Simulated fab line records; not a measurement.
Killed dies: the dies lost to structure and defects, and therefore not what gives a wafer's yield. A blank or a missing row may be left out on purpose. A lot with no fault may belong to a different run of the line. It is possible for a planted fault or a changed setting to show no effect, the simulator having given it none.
fab line records	flow sky130	part 1 of 2: steps 1 to 32 of 45
record: lots: 5	wafers: 15	lastDay: 49
route steps=708 shown SD_P@331 RES_XHIGH@332 SD_N@342 SALICIDE@361 LI_CONTACT@362
lots untouched by any fault: they come from a run of this same line in which no faults occurred
startH: start of the lot's first displayed wafer, in hours after the record's first day	waitH: time in hours since the lot's previous step	" identical to the entry in the row above	L1.1+2: a row that stands for several wafers	- either no value or no given start	* or withheld: withheld	< > ~ a bound
route shown NAME@n: a module of which the file shows steps, and the number in the route of the first	usual: the fault-free wafers' mean and standard deviation	same: alike in all rows	chamber/n: place in a boat	sites: each site's reading	_std_site: the standard deviation of these	_edge_site: the outer-site mean with the inner-site mean subtracted	radiusMm: for every site, how far away it sits from the centre of the wafer	mask NAME#n: copy n	behind: tool/chamber where the wafer was last shaped	hold: the reason the lot was held/the length of the hold in hours/how it ended	device: whichever transistor did not switch (one of n, p or np)	end of line: tests run on the same wafers once the route is complete	a step given without rows: its recipe and nothing more	killed: not the wafer's yield, but the dies lost to structure and defects at the first sort	map: dies across one wafer; x = killed, . = not, _ = none there
set.NAME: the setting the step ran with; set.NAME@STEP: the setting that earlier step ran with	model.NAME: the simulator's own value behind a step, which no gauge read
lots at some steps of the route; a table a step, a row a wafer
services: when a tool's chamber went out of use (startH, in hours from the record's first day, below 0 if earlier), for how many hours, and the reason
== steps ==
step: SKY_SD_P_TW_MEAS_11
usual: SD_P_TW: 2811/18
lot.wafer	tool	chamber	startH	waitH	SD_P_TW
L074.1	filmMetro-01	-	583.74	0.1	2816
L074.3	"	-	"	"	2828
L074.6	"	-	"	"	2813
L079.1	filmMetro-03	-	644.21	0.1	2814
L079.3	"	-	"	"	2802
L079.5	"	-	"	"	2820
L080.2	filmMetro-03	-	653.22	0.1	2824
L080.3	"	-	"	"	2827
L080.4	"	-	"	"	2823
L086.2	filmMetro-03	-	696.50	0.1	2844
L086.3	"	-	"	"	2833
L086.5	"	-	"	"	2818
L093.2	filmMetro-01	-	747.47	0.1	2803
L093.4	"	-	"	"	2800
L093.6	"	-	"	"	2805
step: SKY_RES_XHIGH_DEHYDRATE_00
recipe: tempC: 200	timeS: 60
lot.wafer	tool	chamber	startH	waitH
L074.1+3+6	lithoTrack-04	0	598.21	14.5
L079.1+3+5	lithoTrack-01	0	658.41	14.2
L080.2+3+4	lithoTrack-04	0	667.53	14.3
L086.2+3+5	lithoTrack-04	0	709.38	12.9
L093.2+4+6	lithoTrack-04	0	760.38	12.9
step: SKY_RES_XHIGH_HMDS_01
recipe: primeTimeS: 60	primeTempC: 120
lot.wafer	tool	chamber	startH	waitH
L074.1+3+6	lithoTrack-04	0	598.36	0.1
L079.1+3+5	lithoTrack-01	0	658.56	0.1
L080.2+3+4	lithoTrack-04	0	667.68	0.1
L086.2+3+5	lithoTrack-04	0	709.53	0.1
L093.2+4+6	lithoTrack-04	0	760.53	0.1
step: SKY_RES_XHIGH_COAT_02
recipe: resist: NOVOLAK	spinRpm: 3000	resistThkNm: 1140
lot.wafer	tool	chamber	startH	waitH
L074.1+3+6	lithoTrack-04	0	598.51	0.1
L079.1+3+5	lithoTrack-01	0	658.71	0.1
L080.2+3+4	lithoTrack-04	0	667.83	0.1
L086.2+3+5	lithoTrack-04	0	709.68	0.1
L093.2+4+6	lithoTrack-04	0	760.68	0.1
step: SKY_RES_XHIGH_SOFTBAKE_03
recipe: tempC: 90	timeS: 60	resist: NOVOLAK
lot.wafer	tool	chamber	startH	waitH
L074.1+3+6	lithoTrack-04	0	598.66	0.1
L079.1+3+5	lithoTrack-01	0	658.86	0.1
L080.2+3+4	lithoTrack-04	0	667.98	0.1
L086.2+3+5	lithoTrack-04	0	709.83	0.1
L093.2+4+6	lithoTrack-04	0	760.83	0.1
step: SKY_RES_XHIGH_EXPOSE_04
recipe: maskId: URPM	na: 0.6	sourceShape: conventional	sigmaOuter: 0.6	polarization: unpolarized	targetCdNm: 1270	doseMj: 140
usual: focusOffsetNm: 0.0/0.55
lot.wafer	tool	chamber	startH	waitH	mask	focusOffsetNm
L074.1	ilineStepper-02	0	-	-	URPM#0	0.0
L074.3	"	0	"	"	URPM#0	0.7
L074.6	"	0	"	"	URPM#0	-0.6
L079.1	ilineStepper-02	0	-	-	URPM#0	0.5
L079.3	"	0	"	"	URPM#0	-0.1
L079.5	"	0	"	"	URPM#0	0.6
L080.2	ilineStepper-02	0	-	-	URPM#0	-0.3
L080.3	"	0	"	"	URPM#0	0.4
L080.4	"	0	"	"	URPM#0	-0.3
L086.2	ilineStepper-01	0	-	-	URPM#0	-0.6
L086.3	"	0	"	"	URPM#0	0.5
L086.5	"	0	"	"	URPM#0	-0.9
L093.2	ilineStepper-01	0	-	-	URPM#0	0.1
L093.4	"	0	"	"	URPM#0	-0.8
L093.6	"	0	"	"	URPM#0	0.5
step: SKY_RES_XHIGH_PEB_05
recipe: tempC: withheld	timeS: *	resist: NOVOLAK
lot.wafer	tool	chamber	startH	waitH
L074.1+3+6	lithoTrack-01	0	-	-
L079.1+3+5	lithoTrack-01	0	-	-
L080.2+3+4	lithoTrack-04	0	-	-
L086.2+3+5	lithoTrack-04	0	-	-
L093.2+4+6	lithoTrack-01	0	-	-
step: SKY_RES_XHIGH_DEVELOP_06
recipe: resist: NOVOLAK	developer: TMAH	developTimeS: 60	devTempC: 23
lot.wafer	tool	chamber	startH	waitH
L074.1+3+6	lithoTrack-01	0	612.61	0.1
L079.1+3+5	lithoTrack-01	0	672.86	0.1
L080.2+3+4	lithoTrack-04	0	681.53	0.1
L086.2+3+5	lithoTrack-04	0	724.43	0.1
L093.2+4+6	lithoTrack-01	0	774.13	0.1
step: SKY_RES_XHIGH_IMPLANT_07
recipe: species: BF2	energyKev: 20	doseCm2: 3.6e+14	tiltDeg: 0
lot.wafer	tool	chamber	startH	waitH
L074.1+3+6	implanter-02	0	612.76	0.1
L079.1+3+5	implanter-02	0	673.01	0.1
L080.2+3+4	implanter-04	0	681.68	0.1
L086.2+3+5	implanter-04	0	724.58	0.1
L093.2+4+6	implanter-02	0	774.28	0.1
step: SKY_RES_XHIGH_STRIP_08
recipe: chemistry: O2/N2	powerW: 1400	pressureMtorr: 1500	platenTempC: withheld	o2FlowSccm: 3000	n2FlowSccm: 300	overashFraction: 0.5
usual: drypumpMotorCurrentA: 5.8/0.36	oesProductAu: 0.711/0.0046	stripTimeToEndpointS: 14.28/0.037
same: overashFraction: 0.5
lot.wafer	tool	chamber	startH	waitH	drypumpMotorCurrentA	oesProductAu	rfHoursCounterH	stripTimeToEndpointS
L074.1	plasmaAsher-04	0	612.91	0.1	5.6	0.713	18	14.23
L074.3	"	0	"	"	5.6	0.709	-	14.27
L074.6	"	1	"	"	5.9	0.720	-	14.20
L079.1	plasmaAsher-04	1	673.16	0.1	5.9	0.713	24	14.27
L079.3	"	1	"	"	5.9	0.709	-	14.32
L079.5	"	0	"	"	5.6	0.716	-	14.25
L080.2	plasmaAsher-04	1	681.81	0.1	5.9	0.705	25	14.30
L080.3	"	1	"	"	5.9	0.711	-	14.23
L080.4	"	0	"	"	5.6	0.702	-	14.29
L086.2	plasmaAsher-01	0	724.71	0.1	6.4	0.713	89	14.30
L086.3	"	0	"	"	6.4	0.713	-	14.28
L086.5	"	1	"	"	5.5	0.703	-	14.28
L093.2	plasmaAsher-04	0	774.41	0.1	5.6	0.713	34	14.28
L093.4	"	1	"	"	5.9	0.709	-	14.30
L093.6	"	1	"	"	5.9	0.713	-	14.31
step: SKY_RES_XHIGH_TW_MEAS_09
usual: RES_XHIGH_TW: 1628/12
lot.wafer	tool	chamber	startH	waitH	RES_XHIGH_TW
L074.1	filmMetro-01	-	613.01	0.1	1630
L074.3	"	-	"	"	1626
L074.6	"	-	"	"	1627
L079.1	filmMetro-01	-	673.26	0.1	1636
L079.3	"	-	"	"	1636
L079.5	"	-	"	"	1635
L080.2	filmMetro-01	-	681.92	0.1	1632
L080.3	"	-	"	"	1648
L080.4	"	-	"	"	1636
L086.2	filmMetro-03	-	724.82	0.1	1650
L086.3	"	-	"	"	1657
L086.5	"	-	"	"	1647
L093.2	filmMetro-03	-	774.52	0.1	1652
L093.4	"	-	"	"	1652
L093.6	"	-	"	"	1646
step: SKY_SD_N_DEHYDRATE_00
recipe: tempC: 200	timeS: 60
lot.wafer	tool	chamber	startH	waitH
L074.1+3+6	lithoTrack-01	0	627.51	14.5
L079.1+3+5	lithoTrack-02	0	686.68	13.4
L080.2+3+4	lithoTrack-04	0	695.73	13.8
L086.2+3+5	lithoTrack-04	0	738.13	13.3
L093.2+4+6	lithoTrack-02	0	786.96	12.4
step: SKY_SD_N_HMDS_01
recipe: primeTimeS: 60	primeTempC: 120
lot.wafer	tool	chamber	startH	waitH
L074.1+3+6	lithoTrack-01	0	627.66	0.1
L079.1+3+5	lithoTrack-02	0	686.83	0.1
L080.2+3+4	lithoTrack-04	0	695.88	0.1
L086.2+3+5	lithoTrack-04	0	738.28	0.1
L093.2+4+6	lithoTrack-02	0	787.11	0.1
step: SKY_SD_N_COAT_02
recipe: resist: NOVOLAK	spinRpm: 3000	resistThkNm: 1140
lot.wafer	tool	chamber	startH	waitH
L074.1+3+6	lithoTrack-01	0	627.81	0.1
L079.1+3+5	lithoTrack-02	0	686.98	0.1
L080.2+3+4	lithoTrack-04	0	696.03	0.1
L086.2+3+5	lithoTrack-04	0	738.43	0.1
L093.2+4+6	lithoTrack-02	0	787.26	0.1
step: SKY_SD_N_SOFTBAKE_03
recipe: tempC: 90	timeS: 60	resist: NOVOLAK
lot.wafer	tool	chamber	startH	waitH
L074.1+3+6	lithoTrack-01	0	627.96	0.1
L079.1+3+5	lithoTrack-02	0	687.13	0.1
L080.2+3+4	lithoTrack-04	0	696.18	0.1
L086.2+3+5	lithoTrack-04	0	738.58	0.1
L093.2+4+6	lithoTrack-02	0	787.41	0.1
step: SKY_SD_N_EXPOSE_04
recipe: maskId: NSDM	na: 0.6	sourceShape: conventional	sigmaOuter: 0.6	polarization: unpolarized	targetCdNm: 380	doseMj: 141
usual: focusOffsetNm: 0.0/0.54
lot.wafer	tool	chamber	startH	waitH	mask	focusOffsetNm
L074.1	ilineStepper-01	0	-	-	NSDM#0	0.2
L074.3	"	0	"	"	NSDM#0	-0.3
L074.6	"	0	"	"	NSDM#0	-0.2
L079.1	ilineStepper-02	0	-	-	NSDM#0	-0.5
L079.3	"	0	"	"	NSDM#0	-0.4
L079.5	"	0	"	"	NSDM#0	-0.6
L080.2	ilineStepper-01	0	-	-	NSDM#0	0.0
L080.3	"	0	"	"	NSDM#0	-0.1
L080.4	"	0	"	"	NSDM#0	0.2
L086.2	ilineStepper-01	0	-	-	NSDM#0	-0.3
L086.3	"	0	"	"	NSDM#0	0.4
L086.5	"	0	"	"	NSDM#0	0.4
L093.2	ilineStepper-01	0	-	-	NSDM#0	0.5
L093.4	"	0	"	"	NSDM#0	-0.3
L093.6	"	0	"	"	NSDM#0	0.1
step: SKY_SD_N_PEB_05
recipe: tempC: withheld	timeS: *	resist: NOVOLAK
lot.wafer	tool	chamber	startH	waitH
L074.1+3+6	lithoTrack-04	0	-	-
L079.1+3+5	lithoTrack-04	0	-	-
L080.2+3+4	lithoTrack-02	0	-	-
L086.2+3+5	lithoTrack-02	0	-	-
L093.2+4+6	lithoTrack-04	0	-	-
step: SKY_SD_N_DEVELOP_06
recipe: resist: NOVOLAK	developer: TMAH	developTimeS: 60	devTempC: 23
lot.wafer	tool	chamber	startH	waitH
L074.1+3+6	lithoTrack-04	0	641.76	0.1
L079.1+3+5	lithoTrack-04	0	700.76	0.1
L080.2+3+4	lithoTrack-02	0	709.66	0.1
L086.2+3+5	lithoTrack-02	0	752.40	0.1
L093.2+4+6	lithoTrack-04	0	799.78	0.1
step: SKY_SD_N_CD_MEAS_07
recipe: targetCdNm: 380
usual: cdNm: 380.0/2.5
lot.wafer	tool	chamber	startH	waitH	cdNm
L074.1	cdSem-01	-	641.91	0.1	380.8
L074.3	"	-	"	"	378.4
L074.6	"	-	"	"	378.5
L079.1	cdSem-02	-	700.91	0.1	380.3
L079.3	"	-	"	"	381.8
L079.5	"	-	"	"	381.4
L080.2	cdSem-01	-	709.80	0.1	384.3
L080.3	"	-	"	"	385.4
L080.4	"	-	"	"	382.9
L086.2	cdSem-02	-	752.55	0.1	377.6
L086.3	"	-	"	"	377.5
L086.5	"	-	"	"	376.3
L093.2	cdSem-02	-	799.93	0.1	380.6
L093.4	"	-	"	"	383.4
L093.6	"	-	"	"	377.4
step: SKY_SD_N_OVL_MEAS_08
usual: SD_N_OVL: 0.5/1.5
lot.wafer	tool	chamber	startH	waitH	SD_N_OVL[nm]
L074.1	overlay-02	-	642.03	0.1	-0.3
L074.3	"	-	"	"	-0.6
L074.6	"	-	"	"	0.3
L079.1	overlay-01	-	701.03	0.1	1.6
L079.3	"	-	"	"	1.1
L079.5	"	-	"	"	3.2
L080.2	overlay-02	-	709.91	0.1	1.3
L080.3	"	-	"	"	-0.1
L080.4	"	-	"	"	1.6
L086.2	overlay-01	-	752.66	0.1	0.7
L086.3	"	-	"	"	-0.7
L086.5	"	-	"	"	-2.1
L093.2	overlay-02	-	800.03	0.1	-0.5
L093.4	"	-	"	"	-1.0
L093.6	"	-	"	"	1.8
step: SKY_SD_N_IMPLANT_09
recipe: species: As	energyKev: 50	doseCm2: 4e+15	tiltDeg: 0
lot.wafer	tool	chamber	startH	waitH
L074.1+3+6	implanter-01	0	642.06	0.0
L079.1+3+5	implanter-02	0	701.06	0.0
L080.2+3+4	implanter-04	0	709.96	0.0
L086.2+3+5	implanter-02	0	752.71	0.0
L093.2+4+6	implanter-04	0	800.09	0.0
step: SKY_SD_N_IMPLANT_10
recipe: species: P	energyKev: 20	doseCm2: 1e+14	tiltDeg: 0
lot.wafer	tool	chamber	startH	waitH
L074.1+3+6	implanter-01	0	642.21	0.1
L079.1+3+5	implanter-02	0	701.21	0.1
L080.2+3+4	implanter-04	0	710.11	0.1
L086.2+3+5	implanter-02	0	752.86	0.1
L093.2+4+6	implanter-04	0	800.24	0.1
step: SKY_SD_N_STRIP_11
recipe: chemistry: O2/N2	powerW: 1400	pressureMtorr: 1500	platenTempC: withheld	o2FlowSccm: 3000	n2FlowSccm: 300	overashFraction: 0.5
usual: drypumpMotorCurrentA: 5.63/0.28	oesProductAu: 0.527/0.0039	stripTimeToEndpointS: 22.55/0.042
same: overashFraction: 0.5
lot.wafer	tool	chamber	startH	waitH	drypumpMotorCurrentA	oesProductAu	rfHoursCounterH	stripTimeToEndpointS
L074.1	plasmaAsher-04	0	642.36	0.1	5.58	0.527	21	22.55
L074.3	"	1	"	"	5.93	0.531	-	22.54
L074.6	"	0	"	"	5.61	0.533	-	22.62
L079.1	plasmaAsher-02	1	701.36	0.1	5.47	0.524	56	22.50
L079.3	"	0	"	"	5.58	0.529	-	22.53
L079.5	"	1	"	"	5.46	0.528	-	22.55
L080.2	plasmaAsher-04	0	710.24	0.1	5.63	0.530	27	22.55
L080.3	"	1	"	"	5.89	0.528	-	22.52
L080.4	"	0	"	"	5.62	0.530	-	22.56
L086.2	plasmaAsher-03	0	752.99	0.1	5.15	0.523	1	22.52
L086.3	"	0	"	"	5.15	0.531	-	22.55
L086.5	"	1	"	"	6.00	0.526	-	22.57
L093.2	plasmaAsher-04	1	800.36	0.1	5.94	0.535	37	22.60
L093.4	"	0	"	"	5.60	0.523	-	22.61
L093.6	"	1	"	"	5.92	0.537	-	22.62
step: SKY_SD_N_TW_MEAS_12
usual: SD_N_TW: 3963/35
lot.wafer	tool	chamber	startH	waitH	SD_N_TW
L074.1	filmMetro-03	-	642.46	0.1	3975
L074.3	"	-	"	"	3979
L074.6	"	-	"	"	3963
L079.1	filmMetro-04	-	701.46	0.1	3944
L079.3	"	-	"	"	3950
L079.5	"	-	"	"	3937
L080.2	filmMetro-04	-	710.35	0.1	3912
L080.3	"	-	"	"	3951
L080.4	"	-	"	"	3920
L086.2	filmMetro-04	-	753.10	0.1	3929
L086.3	"	-	"	"	3927
L086.5	"	-	"	"	3926
L093.2	filmMetro-03	-	800.47	0.1	4020
L093.4	"	-	"	"	4017
L093.6	"	-	"	"	4017
step: SKY_SD_N_CLEAN_13
recipe: chemistry: SC1/SC2	mix: 1:4:20	tempC: 70	timeS: 150	dry: n2Spin
lot.wafer	tool	chamber	startH	waitH
L074.1+3+6	wetBench-02	2	642.52	0.1
L079.1+3+5	wetBench-02	2	701.52	0.1
L080.2+3+4	wetBench-04	3	710.40	0.0
L086.2+3+5	wetBench-01	0	753.15	0.0
L093.2+4+6	wetBench-01	2	800.52	0.0
step: SKY_SD_N_RTA_14
recipe: tempC: 1075	timeS: 2	idleTempC: 650	rampUpCPerS: 150	rampDownCPerS: 90	ambient: N2
usual: lampPowerPct: 15.74/0.052	wafer_temp_C_max: 1078.3/1.4
lot.wafer	tool	chamber	startH	waitH	lampPowerPct	wafer_temp_C_max
L074.1	rtpAnneal-02	0	642.57	0.0	15.75	1079.6
L074.3	"	0	"	"	15.77	1079.4
L074.6	"	0	"	"	15.68	1077.8
L079.1	rtpAnneal-01	0	701.57	0.0	15.71	1077.3
L079.3	"	0	"	"	15.75	1079.6
L079.5	"	0	"	"	15.74	1076.7
L080.2	rtpAnneal-02	0	710.46	0.0	15.73	1078.4
L080.3	"	0	"	"	15.82	1080.1
L080.4	"	0	"	"	15.62	1079.0
L086.2	rtpAnneal-02	0	753.20	0.0	15.75	1078.1
L086.3	"	0	"	"	15.74	1076.0
L086.5	"	0	"	"	15.71	1078.7
L093.2	rtpAnneal-01	0	800.58	0.0	15.68	1078.3
L093.4	"	0	"	"	15.71	1076.6
L093.6	"	0	"	"	15.68	1079.0
step: SKY_SD_N_RS_MEAS_16
recipe: thkMeasGauge: four-point-probe
usual: SD_N_RS: 68.54/0.11
lot.wafer	tool	chamber	startH	waitH	SD_N_RS[ohm/sq]
L074.1	filmMetro-04	-	642.75	0.1	68.47
L074.3	"	-	"	"	68.45
L074.6	"	-	"	"	68.50
L079.1	filmMetro-01	-	701.79	0.1	68.54
L079.3	"	-	"	"	68.41
L079.5	"	-	"	"	68.46
L080.2	filmMetro-01	-	710.69	0.1	68.35
L080.3	"	-	"	"	68.51
L080.4	"	-	"	"	68.45
L086.2	filmMetro-03	-	753.39	0.1	68.50
L086.3	"	-	"	"	68.34
L086.5	"	-	"	"	68.50
L093.2	filmMetro-01	-	800.77	0.1	68.63
L093.4	"	-	"	"	68.49
L093.6	"	-	"	"	68.61
step: SKY_SD_N_RS_MEAS_17
recipe: thkMeasGauge: four-point-probe
usual: SD_P_RS: 147.1/0.36
lot.wafer	tool	chamber	startH	waitH	SD_P_RS[ohm/sq]
L074.1	filmMetro-04	-	642.87	0.1	146.6
L074.3	"	-	"	"	146.9
L074.6	"	-	"	"	146.6
L079.1	filmMetro-01	-	701.91	0.1	146.8
L079.3	"	-	"	"	146.9
L079.5	"	-	"	"	146.8
L080.2	filmMetro-01	-	710.81	0.1	146.7
L080.3	"	-	"	"	146.9
L080.4	"	-	"	"	147.2
L086.2	filmMetro-03	-	753.51	0.1	146.8
L086.3	"	-	"	"	146.6
L086.5	"	-	"	"	147.0
L093.2	filmMetro-01	-	800.89	0.1	147.3
L093.4	"	-	"	"	147.2
L093.6	"	-	"	"	147.5
step: SKY_SD_N_RS_MEAS_18
recipe: thkMeasGauge: four-point-probe
usual: RES_XHIGH_RS: 333.4/1.3
lot.wafer	tool	chamber	startH	waitH	RES_XHIGH_RS[ohm/sq]
L074.1	filmMetro-04	-	642.99	0.1	335.0
L074.3	"	-	"	"	333.3
L074.6	"	-	"	"	335.3
L079.1	filmMetro-01	-	702.03	0.1	333.5
L079.3	"	-	"	"	332.6
L079.5	"	-	"	"	334.0
L080.2	filmMetro-01	-	710.93	0.1	332.6
L080.3	"	-	"	"	332.3
L080.4	"	-	"	"	331.7
L086.2	filmMetro-03	-	753.63	0.1	332.1
L086.3	"	-	"	"	331.6
L086.5	"	-	"	"	332.4
L093.2	filmMetro-01	-	801.01	0.1	331.5
L093.4	"	-	"	"	331.3
L093.6	"	-	"	"	330.0
step: SKY_SALICIDE_CLEAN_00
recipe: chemistry: HF-last	timeS: 30	dilution: 100:1	dry: ipaMarangoni
lot.wafer	tool	chamber	startH	waitH
L074.1+3+6	wetBench-03	3	643.11	0.1
L079.1+3+5	wetBench-04	1	702.15	0.1
L080.2+3+4	wetBench-03	0	711.03	0.1
L086.2+3+5	wetBench-03	3	753.73	0.1
L093.2+4+6	wetBench-04	0	801.11	0.1
step: SKY_LI_CONTACT_HDPCVD_00
recipe: material: PSG	targetThkNm: 930	sigmaOpenFrac: 0.3	timeS: 155	tempC: 600	sih4FlowSccm: 60	pressureMtorr: 6
usual: susceptorTempC: 600.01/0.3
lot.wafer	tool	chamber	startH	waitH	susceptorTempC
L074.1	hdpcvd-01	0	643.25	0.1	599.97
L074.3	"	2	"	"	600.51
L074.6	"	2	"	"	600.61
L079.1	hdpcvd-02	0	702.16	0.0	600.03
L079.3	"	2	"	"	600.04
L079.5	"	1	"	"	599.88
L080.2	hdpcvd-02	0	711.05	0.0	600.09
L080.3	"	1	"	"	600.10
L080.4	"	1	"	"	599.78
L086.2	hdpcvd-02	1	753.75	0.0	600.39
L086.3	"	2	"	"	600.16
L086.5	"	1	"	"	600.03
L093.2	hdpcvd-02	1	801.13	0.0	599.60
L093.4	"	2	"	"	600.24
L093.6	"	0	"	"	599.74
step: SKY_LI_CONTACT_THK_MEAS_01
recipe: reads: PSG_of_LI_CONTACT_HDPCVD_00
usual: LI_CONTACT_HDPCVD_THK: 927/9.2
lot.wafer	tool	chamber	startH	waitH	LI_CONTACT_HDPCVD_THK[nm]
L074.1	filmMetro-01	-	643.35	0.1	918
L074.3	"	-	"	"	940
L074.6	"	-	"	"	952
L079.1	filmMetro-03	-	702.27	0.1	934
L079.3	"	-	"	"	926
L079.5	"	-	"	"	932
L080.2	filmMetro-04	-	711.16	0.1	919
L080.3	"	-	"	"	912
L080.4	"	-	"	"	912
L086.2	filmMetro-04	-	753.86	0.1	922
L086.3	"	-	"	"	916
L086.5	"	-	"	"	923
L093.2	filmMetro-03	-	801.24	0.1	925
L093.4	"	-	"	"	934
L093.6	"	-	"	"	941
